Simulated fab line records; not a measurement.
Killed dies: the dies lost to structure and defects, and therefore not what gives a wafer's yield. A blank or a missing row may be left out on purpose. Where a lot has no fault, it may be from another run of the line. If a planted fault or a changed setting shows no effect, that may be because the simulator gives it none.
The tool behind it: which one? / flow sky130 / 15 lots with 45 wafers sampled at 6 steps, on a route of 708 steps

== WHAT EACH GAUGE READ, for each wafer ==
SKY_FIELD_ISO_THK_MEAS_25. Usual: FIELD_ISO_CVD_24_THK typically reads 599 nm, with standard deviation 7.5.
lot=L296; measured=day 2 12:23; on=film-metro-01; FIELD_ISO_CVD_24_THK (nm)=608 610 604; flag=
lot=L298; measured=day 3 00:13; on=film-metro-01; FIELD_ISO_CVD_24_THK (nm)=599 612 603; flag=
lot=L299; measured=day 3 05:28; on=film-metro-01; FIELD_ISO_CVD_24_THK (nm)=609 611 612; flag=
lot=L302; measured=day 3 20:26; on=film-metro-02; FIELD_ISO_CVD_24_THK (nm)=598 607 610; flag=
lot=L303; measured=day 4 01:16; on=film-metro-03; FIELD_ISO_CVD_24_THK (nm)=592 588 597; flag=
lot=L304; measured=day 4 06:32; on=film-metro-02; FIELD_ISO_CVD_24_THK (nm)=603 595 598; flag=
lot=L305; measured=day 4 12:50; on=film-metro-03; FIELD_ISO_CVD_24_THK (nm)=597 604 597; flag=
lot=L306; measured=day 4 16:16; on=film-metro-01; FIELD_ISO_CVD_24_THK (nm)=610 606 604; flag=
lot=L307; measured=day 4 20:57; on=film-metro-01; FIELD_ISO_CVD_24_THK (nm)=604 601 595; flag=
lot=L308; measured=day 5 04:47; on=film-metro-03; FIELD_ISO_CVD_24_THK (nm)=592 588 592; flag=
lot=L309; measured=day 5 07:07; on=film-metro-02; FIELD_ISO_CVD_24_THK (nm)=600 591 590; flag=
lot=L315; measured=day 6 16:03; on=film-metro-01; FIELD_ISO_CVD_24_THK (nm)=598 603 606; flag=
lot=L316; measured=day 6 22:10; on=film-metro-02; FIELD_ISO_CVD_24_THK (nm)=601 594 590; flag=
lot=L317; measured=day 7 02:10; on=film-metro-01; FIELD_ISO_CVD_24_THK (nm)=590 585 599; flag=
lot=L318; measured=day 7 06:50; on=film-metro-02; FIELD_ISO_CVD_24_THK (nm)=596 598 591; flag=

SKY_NWELL_OVL_MEAS_10. Usual: NWELL_00_OVL typically reads 0.5 nm, with standard deviation 1.4.
lot=L296; measured=day 4 20:50; on=overlay-01; NWELL_00_OVL (nm)=-0.5 -0.7 0.0; flag=
lot=L298; measured=day 5 08:01; on=overlay-01; NWELL_00_OVL (nm)=0.8 1.2 0.8; flag=
lot=L299; measured=day 5 13:35; on=overlay-02; NWELL_00_OVL (nm)=1.1 -0.9 1.8; flag=
lot=L302; measured=day 6 06:02; on=overlay-02; NWELL_00_OVL (nm)=2.1 1.6 -0.7; flag=
lot=L303; measured=day 6 11:37; on=overlay-02; NWELL_00_OVL (nm)=1.9 2.6 1.1; flag=
lot=L304; measured=day 6 18:08; on=overlay-02; NWELL_00_OVL (nm)=-0.5 -0.6 -2.6; flag=
lot=L305; measured=day 7 00:23; on=overlay-02; NWELL_00_OVL (nm)=0.9 0.0 0.5; flag=
lot=L306; measured=day 7 05:10; on=overlay-02; NWELL_00_OVL (nm)=-1.6 -1.3 -0.9; flag=
lot=L307; measured=day 7 10:47; on=overlay-02; NWELL_00_OVL (nm)=3.9 1.1 2.5; flag=
lot=L308; measured=day 7 18:20; on=overlay-02; NWELL_00_OVL (nm)=1.1 2.4 2.5; flag=
lot=L309; measured=day 7 22:23; on=overlay-02; NWELL_00_OVL (nm)=-0.9 -1.6 -1.2; flag=
lot=L318; measured=day 10 02:13; on=overlay-02; NWELL_00_OVL (nm)=-1.0 0.6 0.6; flag=

SKY_NWELL_RS_MEAS_29: uses a four-point probe to measure. Usual: NWELL_RS typically reads 628.1 ohm/sq, with standard deviation 1.6.
lot=L296; measured=day 5 15:29; on=film-metro-02; NWELL_RS (ohm/sq)=626.4 628.0 625.6; flag=
lot=L298; measured=day 6 03:11; on=film-metro-03; NWELL_RS (ohm/sq)=627.6 628.1 626.5; flag=
lot=L299; measured=day 6 08:47; on=film-metro-04; NWELL_RS (ohm/sq)=629.0 631.9 630.2; flag=
lot=L302; measured=day 7 01:49; on=film-metro-04; NWELL_RS (ohm/sq)=629.8 630.6 630.9; flag=
lot=L303; measured=day 7 08:22; on=film-metro-03; NWELL_RS (ohm/sq)=628.5 627.6 627.6; flag=
lot=L304; measured=day 7 15:07; on=film-metro-04; NWELL_RS (ohm/sq)=628.4 627.1 628.3; flag=
lot=L305; measured=day 7 21:33; on=film-metro-04; NWELL_RS (ohm/sq)=626.1 625.3 625.9; flag=
lot=L306; measured=day 8 01:49; on=film-metro-03; NWELL_RS (ohm/sq)=627.6 628.6 626.6; flag=
lot=L307; measured=day 8 07:05; on=film-metro-04; NWELL_RS (ohm/sq)=629.3 628.7 629.5; flag=
lot=L308; measured=day 8 15:22; on=film-metro-04; NWELL_RS (ohm/sq)=625.7 625.4 627.5; flag=
lot=L309; measured=day 8 19:43; on=film-metro-02; NWELL_RS (ohm/sq)=628.8 631.5 631.3; flag=
lot=L318; measured=day 11 01:59; on=film-metro-03; NWELL_RS (ohm/sq)=626.0 628.0 629.1; flag=

== WHICH TOOL RAN EACH LOT (tool, then ch and the chambers of the sampled wafers, then the start) ==
lot=L296; SKY_FIELD_ISO_ETCH_14=rie-diel-03 ch 0,2, day 2 10:33; SKY_FIELD_ISO_ETCH_15=rie-diel-03 ch 0,2, day 2 10:35; SKY_FIELD_ISO_STRIP_16=plasma-asher-02 ch 0,1, day 2 10:39
lot=L298; SKY_FIELD_ISO_ETCH_14=rie-diel-04 ch 0,2,3, day 2 20:48; SKY_FIELD_ISO_ETCH_15=rie-diel-04 ch 0,2,3, day 2 20:50; SKY_FIELD_ISO_STRIP_16=plasma-asher-03 ch 0,1, day 2 20:54
lot=L299; SKY_FIELD_ISO_ETCH_14=rie-diel-03 ch 0,2,3, day 3 03:25; SKY_FIELD_ISO_ETCH_15=rie-diel-03 ch 0,2,3, day 3 03:27; SKY_FIELD_ISO_STRIP_16=plasma-asher-04 ch 0,1, day 3 03:31
lot=L302; SKY_FIELD_ISO_ETCH_14=rie-diel-03 ch 1,2,3, day 3 18:33; SKY_FIELD_ISO_ETCH_15=rie-diel-03 ch 1,2,3, day 3 18:35; SKY_FIELD_ISO_STRIP_16=plasma-asher-03 ch 0,1, day 3 18:39
lot=L303; SKY_FIELD_ISO_ETCH_14=rie-diel-02 ch 0,2,3, day 3 23:24; SKY_FIELD_ISO_ETCH_15=rie-diel-02 ch 0,2,3, day 3 23:26; SKY_FIELD_ISO_STRIP_16=plasma-asher-03 ch 0,1, day 3 23:29
lot=L304; SKY_FIELD_ISO_ETCH_14=rie-diel-03 ch 1,2,3, day 4 03:01; SKY_FIELD_ISO_ETCH_15=rie-diel-03 ch 1,2,3, day 4 03:03; SKY_FIELD_ISO_STRIP_16=plasma-asher-04 ch 0,1, day 4 03:07
lot=L305; SKY_FIELD_ISO_ETCH_14=rie-diel-02 ch 1,2, day 4 09:17; SKY_FIELD_ISO_ETCH_15=rie-diel-02 ch 1,2, day 4 09:20; SKY_FIELD_ISO_STRIP_16=plasma-asher-03 ch 0,1, day 4 09:23
lot=L306; SKY_FIELD_ISO_ETCH_14=rie-diel-02 ch 0,1,3, day 4 14:25; SKY_FIELD_ISO_ETCH_15=rie-diel-02 ch 0,1,3, day 4 14:27; SKY_FIELD_ISO_STRIP_16=plasma-asher-02 ch 0,1, day 4 14:31
lot=L307; SKY_FIELD_ISO_ETCH_14=rie-diel-03 ch 1,2, day 4 18:06; SKY_FIELD_ISO_ETCH_15=rie-diel-03 ch 1,2, day 4 18:08; SKY_FIELD_ISO_STRIP_16=plasma-asher-02 ch 0,1, day 4 18:12
lot=L308; SKY_FIELD_ISO_ETCH_14=rie-diel-02 ch 1,3, day 5 02:55; SKY_FIELD_ISO_ETCH_15=rie-diel-02 ch 1,3, day 5 02:57; SKY_FIELD_ISO_STRIP_16=plasma-asher-04 ch 0,1, day 5 03:01
lot=L309; SKY_FIELD_ISO_ETCH_14=rie-diel-02 ch 1,2,3, day 5 05:15; SKY_FIELD_ISO_ETCH_15=rie-diel-02 ch 1,2,3, day 5 05:17; SKY_FIELD_ISO_STRIP_16=plasma-asher-04 ch 0,1, day 5 05:20
lot=L315; SKY_FIELD_ISO_ETCH_14=rie-diel-02 ch 0,1,2, day 6 12:42; SKY_FIELD_ISO_ETCH_15=rie-diel-02 ch 0,1,2, day 6 12:44; SKY_FIELD_ISO_STRIP_16=plasma-asher-02 ch 0,1, day 6 12:47
lot=L316; SKY_FIELD_ISO_ETCH_14=rie-diel-02 ch 0,1,2, day 6 17:52; SKY_FIELD_ISO_ETCH_15=rie-diel-02 ch 0,1,2, day 6 17:54; SKY_FIELD_ISO_STRIP_16=plasma-asher-03 ch 0,1, day 6 17:58
lot=L317; SKY_FIELD_ISO_ETCH_14=rie-diel-03 ch 1,2,3, day 6 23:34; SKY_FIELD_ISO_ETCH_15=rie-diel-03 ch 1,2,3, day 6 23:36; SKY_FIELD_ISO_STRIP_16=plasma-asher-04 ch 0, day 6 23:40
lot=L318; SKY_FIELD_ISO_ETCH_14=rie-diel-04 ch 1,2, day 7 04:58; SKY_FIELD_ISO_ETCH_15=rie-diel-04 ch 1,2, day 7 05:00; SKY_FIELD_ISO_STRIP_16=plasma-asher-04 ch 0,1, day 7 05:04
- SKY_FIELD_ISO_ETCH_14: etches BARC in N2/H2, stops on SiO2, time 45.9 s, target depth 60 nm.
- SKY_FIELD_ISO_ETCH_15: etches the open film in CHF3/O2, stops on Si, target depth 180 nm, time 72 s.
- SKY_FIELD_ISO_STRIP_16: strips in O2/N2.

== AS READ BY THE TOOLS THEMSELVES (means over the sampled wafers that have a number; for cases with no such wafer, the mark the record gives instead) ==
SKY_FIELD_ISO_ETCH_14. Usual: bias-w 99.98 W, standard deviation 0.27; chamber-pressure-mTorr 29.998 mTorr, standard deviation 0.029; drypump-motor-current-A 5.9 A, standard deviation 0.37; n2-flow-sccm 100.0 sccm, standard deviation 0.3; oes-product-au 0.855 a.u., standard deviation 0.0047; throttle-valve-pct 13.224 %, standard deviation 0.01.
lot=L296; tool=rie-diel-03; bias-w (W)=99.90; chamber-pressure-mTorr (mTorr)=30.006; drypump-motor-current-A (A)=6.2; n2-flow-sccm (sccm)=100.2; oes-product-au (a.u.)=0.861; throttle-valve-pct (%)=13.229; flag=
lot=L298; tool=rie-diel-04; bias-w (W)=100.09; chamber-pressure-mTorr (mTorr)=29.973; drypump-motor-current-A (A)=5.7; n2-flow-sccm (sccm)=100.0; oes-product-au (a.u.)=0.856; throttle-valve-pct (%)=13.227; flag=
lot=L299; tool=rie-diel-03; bias-w (W)=99.90; chamber-pressure-mTorr (mTorr)=29.999; drypump-motor-current-A (A)=6.2; n2-flow-sccm (sccm)=100.0; oes-product-au (a.u.)=0.856; throttle-valve-pct (%)=13.230; flag=
lot=L302; tool=rie-diel-03; bias-w (W)=99.95; chamber-pressure-mTorr (mTorr)=30.000; drypump-motor-current-A (A)=6.0; n2-flow-sccm (sccm)=100.0; oes-product-au (a.u.)=0.860; throttle-valve-pct (%)=13.230; flag=
lot=L303; tool=rie-diel-02; bias-w (W)=99.79; chamber-pressure-mTorr (mTorr)=29.993; drypump-motor-current-A (A)=5.6; n2-flow-sccm (sccm)=99.6; oes-product-au (a.u.)=0.855; throttle-valve-pct (%)=13.213; flag=
lot=L304; tool=rie-diel-03; bias-w (W)=99.82; chamber-pressure-mTorr (mTorr)=29.992; drypump-motor-current-A (A)=6.0; n2-flow-sccm (sccm)=100.0; oes-product-au (a.u.)=0.850; throttle-valve-pct (%)=13.224; flag=
lot=L305; tool=rie-diel-02; bias-w (W)=100.10; chamber-pressure-mTorr (mTorr)=30.018; drypump-motor-current-A (A)=6.0; n2-flow-sccm (sccm)=99.9; oes-product-au (a.u.)=0.859; throttle-valve-pct (%)=13.226; flag=
lot=L306; tool=rie-diel-02; bias-w (W)=99.73; chamber-pressure-mTorr (mTorr)=30.014; drypump-motor-current-A (A)=5.4; n2-flow-sccm (sccm)=100.1; oes-product-au (a.u.)=0.855; throttle-valve-pct (%)=13.222; flag=
lot=L307; tool=rie-diel-03; bias-w (W)=99.85; chamber-pressure-mTorr (mTorr)=29.991; drypump-motor-current-A (A)=6.0; n2-flow-sccm (sccm)=99.9; oes-product-au (a.u.)=0.850; throttle-valve-pct (%)=13.222; flag=
lot=L308; tool=rie-diel-02; bias-w (W)=99.84; chamber-pressure-mTorr (mTorr)=29.948; drypump-motor-current-A (A)=5.2; n2-flow-sccm (sccm)=100.1; oes-product-au (a.u.)=0.852; throttle-valve-pct (%)=13.216; flag=
lot=L309; tool=rie-diel-02; bias-w (W)=99.84; chamber-pressure-mTorr (mTorr)=29.993; drypump-motor-current-A (A)=5.7; n2-flow-sccm (sccm)=99.9; oes-product-au (a.u.)=0.852; throttle-valve-pct (%)=13.213; flag=
lot=L315; tool=rie-diel-02; bias-w (W)=-; chamber-pressure-mTorr (mTorr)=-; drypump-motor-current-A (A)=-; n2-flow-sccm (sccm)=-; oes-product-au (a.u.)=-; throttle-valve-pct (%)=-; flag=OFF
lot=L316; tool=rie-diel-02; bias-w (W)=-; chamber-pressure-mTorr (mTorr)=-; drypump-motor-current-A (A)=-; n2-flow-sccm (sccm)=-; oes-product-au (a.u.)=-; throttle-valve-pct (%)=-; flag=OFF
lot=L317; tool=rie-diel-03; bias-w (W)=-; chamber-pressure-mTorr (mTorr)=-; drypump-motor-current-A (A)=-; n2-flow-sccm (sccm)=-; oes-product-au (a.u.)=-; throttle-valve-pct (%)=-; flag=OFF
lot=L318; tool=rie-diel-04; bias-w (W)=100.43; chamber-pressure-mTorr (mTorr)=30.023; drypump-motor-current-A (A)=6.0; n2-flow-sccm (sccm)=100.0; oes-product-au (a.u.)=0.858; throttle-valve-pct (%)=13.229; flag=

SKY_FIELD_ISO_ETCH_15. Usual: O2_flow_sccm 5.001 sccm, standard deviation 0.016; bias-w 200.0 W, standard deviation 0.58; drypump-motor-current-A 5.8 A, standard deviation 0.38; oes-product-au 0.893 a.u., standard deviation 0.0064; throttle-valve-pct 8.830 %, standard deviation 0.009.
lot=L296; tool=rie-diel-03; O2_flow_sccm (sccm)=4.995; bias-w (W)=199.5; drypump-motor-current-A (A)=6.1; oes-product-au (a.u.)=0.892; throttle-valve-pct (%)=8.835; flag=
lot=L298; tool=rie-diel-04; O2_flow_sccm (sccm)=5.001; bias-w (W)=200.0; drypump-motor-current-A (A)=5.6; oes-product-au (a.u.)=0.892; throttle-valve-pct (%)=8.830; flag=
lot=L299; tool=rie-diel-03; O2_flow_sccm (sccm)=5.012; bias-w (W)=200.1; drypump-motor-current-A (A)=6.2; oes-product-au (a.u.)=0.890; throttle-valve-pct (%)=8.828; flag=
lot=L302; tool=rie-diel-03; O2_flow_sccm (sccm)=4.984; bias-w (W)=200.1; drypump-motor-current-A (A)=6.0; oes-product-au (a.u.)=0.889; throttle-valve-pct (%)=8.835; flag=
lot=L303; tool=rie-diel-02; O2_flow_sccm (sccm)=5.007; bias-w (W)=199.5; drypump-motor-current-A (A)=5.5; oes-product-au (a.u.)=0.893; throttle-valve-pct (%)=8.829; flag=
lot=L304; tool=rie-diel-03; O2_flow_sccm (sccm)=5.001; bias-w (W)=200.4; drypump-motor-current-A (A)=6.0; oes-product-au (a.u.)=0.893; throttle-valve-pct (%)=8.835; flag=
lot=L305; tool=rie-diel-02; O2_flow_sccm (sccm)=5.003; bias-w (W)=199.9; drypump-motor-current-A (A)=6.0; oes-product-au (a.u.)=0.896; throttle-valve-pct (%)=8.826; flag=
lot=L306; tool=rie-diel-02; O2_flow_sccm (sccm)=4.983; bias-w (W)=200.0; drypump-motor-current-A (A)=5.4; oes-product-au (a.u.)=0.886; throttle-valve-pct (%)=8.827; flag=
lot=L307; tool=rie-diel-03; O2_flow_sccm (sccm)=5.001; bias-w (W)=199.8; drypump-motor-current-A (A)=6.0; oes-product-au (a.u.)=0.890; throttle-valve-pct (%)=8.828; flag=
lot=L308; tool=rie-diel-02; O2_flow_sccm (sccm)=5.015; bias-w (W)=199.8; drypump-motor-current-A (A)=5.2; oes-product-au (a.u.)=0.892; throttle-valve-pct (%)=8.828; flag=
lot=L309; tool=rie-diel-02; O2_flow_sccm (sccm)=4.998; bias-w (W)=199.6; drypump-motor-current-A (A)=5.7; oes-product-au (a.u.)=0.893; throttle-valve-pct (%)=8.827; flag=
lot=L315; tool=rie-diel-02; O2_flow_sccm (sccm)=5.019; bias-w (W)=200.6; drypump-motor-current-A (A)=5.9; oes-product-au (a.u.)=0.373; throttle-valve-pct (%)=8.671; flag=OFF
lot=L316; tool=rie-diel-02; O2_flow_sccm (sccm)=5.005; bias-w (W)=200.0; drypump-motor-current-A (A)=5.9; oes-product-au (a.u.)=0.377; throttle-valve-pct (%)=8.675; flag=OFF
lot=L317; tool=rie-diel-03; O2_flow_sccm (sccm)=4.994; bias-w (W)=199.8; drypump-motor-current-A (A)=6.0; oes-product-au (a.u.)=0.375; throttle-valve-pct (%)=8.676; flag=OFF
lot=L318; tool=rie-diel-04; O2_flow_sccm (sccm)=5.004; bias-w (W)=200.0; drypump-motor-current-A (A)=6.0; oes-product-au (a.u.)=0.904; throttle-valve-pct (%)=8.829; flag=

SKY_FIELD_ISO_STRIP_16. Usual: drypump-motor-current-A 5.7 A, standard deviation 0.5; n2-flow-sccm 300.0 sccm, standard deviation 0.95; oes-product-au 0.379 a.u., standard deviation 0.0054; strip-time-to-endpoint-s 3.58 s, standard deviation 0.044.
lot=L296; tool=plasma-asher-02; drypump-motor-current-A (A)=5.4; n2-flow-sccm (sccm)=300.1; oes-product-au (a.u.)=0.379; strip-time-to-endpoint-s (s)=3.59; flag=
lot=L298; tool=plasma-asher-03; drypump-motor-current-A (A)=5.4; n2-flow-sccm (sccm)=300.3; oes-product-au (a.u.)=0.380; strip-time-to-endpoint-s (s)=3.56; flag=
lot=L299; tool=plasma-asher-04; drypump-motor-current-A (A)=6.1; n2-flow-sccm (sccm)=298.9; oes-product-au (a.u.)=0.380; strip-time-to-endpoint-s (s)=3.63; flag=
lot=L302; tool=plasma-asher-03; drypump-motor-current-A (A)=5.4; n2-flow-sccm (sccm)=299.6; oes-product-au (a.u.)=0.389; strip-time-to-endpoint-s (s)=3.63; flag=
lot=L303; tool=plasma-asher-03; drypump-motor-current-A (A)=5.4; n2-flow-sccm (sccm)=300.3; oes-product-au (a.u.)=0.379; strip-time-to-endpoint-s (s)=3.56; flag=
lot=L304; tool=plasma-asher-04; drypump-motor-current-A (A)=6.3; n2-flow-sccm (sccm)=300.6; oes-product-au (a.u.)=0.379; strip-time-to-endpoint-s (s)=3.61; flag=
lot=L305; tool=plasma-asher-03; drypump-motor-current-A (A)=5.5; n2-flow-sccm (sccm)=299.9; oes-product-au (a.u.)=0.377; strip-time-to-endpoint-s (s)=3.57; flag=
lot=L306; tool=plasma-asher-02; drypump-motor-current-A (A)=5.7; n2-flow-sccm (sccm)=299.2; oes-product-au (a.u.)=0.382; strip-time-to-endpoint-s (s)=3.56; flag=
lot=L307; tool=plasma-asher-02; drypump-motor-current-A (A)=5.3; n2-flow-sccm (sccm)=299.3; oes-product-au (a.u.)=0.383; strip-time-to-endpoint-s (s)=3.63; flag=
lot=L308; tool=plasma-asher-04; drypump-motor-current-A (A)=6.3; n2-flow-sccm (sccm)=299.9; oes-product-au (a.u.)=0.385; strip-time-to-endpoint-s (s)=3.57; flag=
lot=L309; tool=plasma-asher-04; drypump-motor-current-A (A)=6.1; n2-flow-sccm (sccm)=300.1; oes-product-au (a.u.)=0.377; strip-time-to-endpoint-s (s)=3.54; flag=
lot=L315; tool=plasma-asher-02; drypump-motor-current-A (A)=5.7; n2-flow-sccm (sccm)=300.4; oes-product-au (a.u.)=0.394; strip-time-to-endpoint-s (s)=4.00; flag=OFF
lot=L316; tool=plasma-asher-03; drypump-motor-current-A (A)=5.4; n2-flow-sccm (sccm)=300.1; oes-product-au (a.u.)=0.397; strip-time-to-endpoint-s (s)=4.02; flag=OFF
lot=L317; tool=plasma-asher-04; drypump-motor-current-A (A)=6.6; n2-flow-sccm (sccm)=299.7; oes-product-au (a.u.)=0.404; strip-time-to-endpoint-s (s)=4.10; flag=OFF
lot=L318; tool=plasma-asher-04; drypump-motor-current-A (A)=6.1; n2-flow-sccm (sccm)=300.4; oes-product-au (a.u.)=0.384; strip-time-to-endpoint-s (s)=3.59; flag=

== THE ANSWER, worked out from the rows above alone ==
Rule: take the mean of a lot's wafers that have a number; if it is more than 3 standard deviations from the usual mean, the lot is off. Also off: a lot with no number at a reading for which 4 or more lots have one. Any other lot the step has rows for is counted as sound. The gauges are gone through in route order, then the tools' own readings, and for those a lot's mean is taken as printed above. The first step at which some lot is off is used, and at that step the reading that is off furthest; a lot without a number counts as furthest.
Off: L315, L316, L317, at SKY_FIELD_ISO_ETCH_14 (bias-w). Without a number there: L315, L316, L317.
If a tool, at that step or one of the process steps before it, ran each lot that is off and ran no sound lot following the first of them, it fits. Of those tried, none fits.

== WHAT HAD BEEN PUT IN BY THE SIMULATOR ==
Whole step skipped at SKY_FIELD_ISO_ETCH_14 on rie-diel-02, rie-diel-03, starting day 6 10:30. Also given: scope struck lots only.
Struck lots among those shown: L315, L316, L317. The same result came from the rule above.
